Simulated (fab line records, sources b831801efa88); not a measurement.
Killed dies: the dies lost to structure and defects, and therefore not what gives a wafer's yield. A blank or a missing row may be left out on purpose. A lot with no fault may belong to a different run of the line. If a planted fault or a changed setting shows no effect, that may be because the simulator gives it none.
The tool behind it: which one? -- flow sky130 -- at 1 step of a route of 708, 12 lots with 36 wafers sampled

## WHAT THE GAUGES READ, wafer by wafer
SKY_NWELL_OVL_MEAS_10.
lot,measured,on,NWELL_00_OVL (nm)
L075,day 4 18:16,overlay-01,0.6 -0.4 -1.3
L077,day 5 06:58,overlay-01,0.8 -0.8 0.3
L079,day 5 20:13,overlay-01,2.0 1.0 2.4
L081,day 6 10:20,overlay-01,1.3 3.5 1.4
L083,day 6 17:41,overlay-02,-0.7 -1.3 0.2
L085,day 7 07:17,overlay-01,-0.4 -0.7 1.1
L087,day 7 18:25,overlay-01,0.4 1.0 0.2
L089,day 7 23:32,overlay-02,-1.1 -0.5 0.6
L091,day 8 15:11,overlay-02,0.1 1.4 2.0
L093,day 9 03:20,overlay-01,-0.9 -0.7 0.5
L095,day 9 17:58,overlay-02,0.1 0.1 1.3
L097,day 10 12:08,overlay-01,2.6 0.2 -0.9

## EACH LOT AND THE TOOL THAT RAN IT (in order: tool; ch and the chambers of the sampled wafers; start)
There is no process step in the record ahead of these readings.

## THE ANSWER, worked out from the rows above alone
Rule: the lots themselves supply what counts as usual. The widest of any qualifying gaps counts: lots, ordered by their means at a reading, are off when they make up no more than a third of the lots, leave a main group of 4 or more, and stand apart from it by 3 or more times the standard deviation of that group's means. A main group whose means are all the same, to the digits that the tables above print for the reading, isn't used. Also off: a lot with no number at a reading for which 4 or more lots have one. Where the step has rows for the other lots, those lots are counted as sound.
No lot is off at any reading shown: from this, nothing can be told.

## WHAT THE SIMULATOR HAD PUT IN
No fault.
